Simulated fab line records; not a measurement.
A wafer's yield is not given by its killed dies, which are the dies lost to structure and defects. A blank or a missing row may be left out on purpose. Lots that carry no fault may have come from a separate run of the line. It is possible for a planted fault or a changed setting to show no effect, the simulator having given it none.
A single fault, viewed from 2 desks :: flow sky130 :: only its own numbers are on each desk; what lay behind them is given at the end

## FOR THE TOOL OWNER'S DESK: pvd_sputter-01
At SKY_METAL2_SPUTTER_04 (material TiN, target thk 70 nm, time 58.3 s) the tool's own readings: per lot run on this tool, the mean of the sampled wafers that have a number. The brackets show how far a lot's mean lies from the usual mean; more than 4 standard deviations puts the lot out of limits, marked OUT.
Columns: A = throttle_valve_pct at SKY_METAL2_SPUTTER_04, usual 30.2 %
lot: L606
first seen here: day 34 18:30
A: 30.1

lot: L607
first seen here: day 35 22:08
A: 30.0

lot: L608
first seen here: day 36 17:41
A: 30.1

lot: L622
first seen here: day 40 01:49
A: 30.8
This desk's finding: nothing out of limits on any of the 4 lots.

## FROM THE METROLOGY DESK
Means of the sampled wafers that have a number, per lot and without regard to the tool the lot ran on: this is what the gauges read. The brackets show how far a lot's mean lies from the usual mean; more than 4 standard deviations puts the lot out of limits, marked OUT.
Columns: A = CONTACT_W_THK at SKY_CONTACT_THK_MEAS_26, usual 347 nm; B = METAL2_ALCU_THK at SKY_METAL2_THK_MEAS_06, usual 250 nm
lot: L606
first seen here: day 32 08:43
A: 351
B: 247

lot: L607
first seen here: day 33 13:11
A: 342
B: 225 (-8.2) OUT

lot: L609
first seen here: day 34 05:28
A: 348
B: 252

lot: L608
first seen here: day 34 09:20
A: 342
B: 230 (-6.7) OUT

lot: L616
first seen here: day 36 05:49
A: 354
B: 249

lot: L617
first seen here: day 36 09:10
A: 350
B: 249

lot: L619
first seen here: day 37 02:37
A: 353
B: 252

lot: L621
first seen here: day 37 14:14
A: 350
B: 249

lot: L622
first seen here: day 37 18:53
A: 350
B: 245

lot: L623
first seen here: day 37 23:25
A: 347
B: 251

lot: L625
first seen here: day 38 15:15
A: 341
B: 253
This desk reports L607, L608 out of limits; the earliest was L607 at day 35 22:20 (METAL2_ALCU_THK at SKY_METAL2_THK_MEAS_06). L606, L609, L616, L617, L619, L621, L622, L623, L625 stayed within limits.

## BROUGHT TOGETHER
The metrology desk could have raised an alarm at day 35 22:20, on L607, L608.
The desk of the tool owner found nothing out of limits.
Tool owner's desk: L607, L608 on record, inside its limits.
Of the lots named, all ran SKY_METAL2_SPUTTER_04 on pvd_sputter-01.

## WHAT WAS PUT IN BY THE SIMULATOR
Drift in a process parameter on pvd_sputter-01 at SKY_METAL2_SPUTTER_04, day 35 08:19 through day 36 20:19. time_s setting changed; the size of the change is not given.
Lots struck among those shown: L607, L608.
Delay in hours, fault start to first out-of-limits reading, per desk: metrology desk 14.
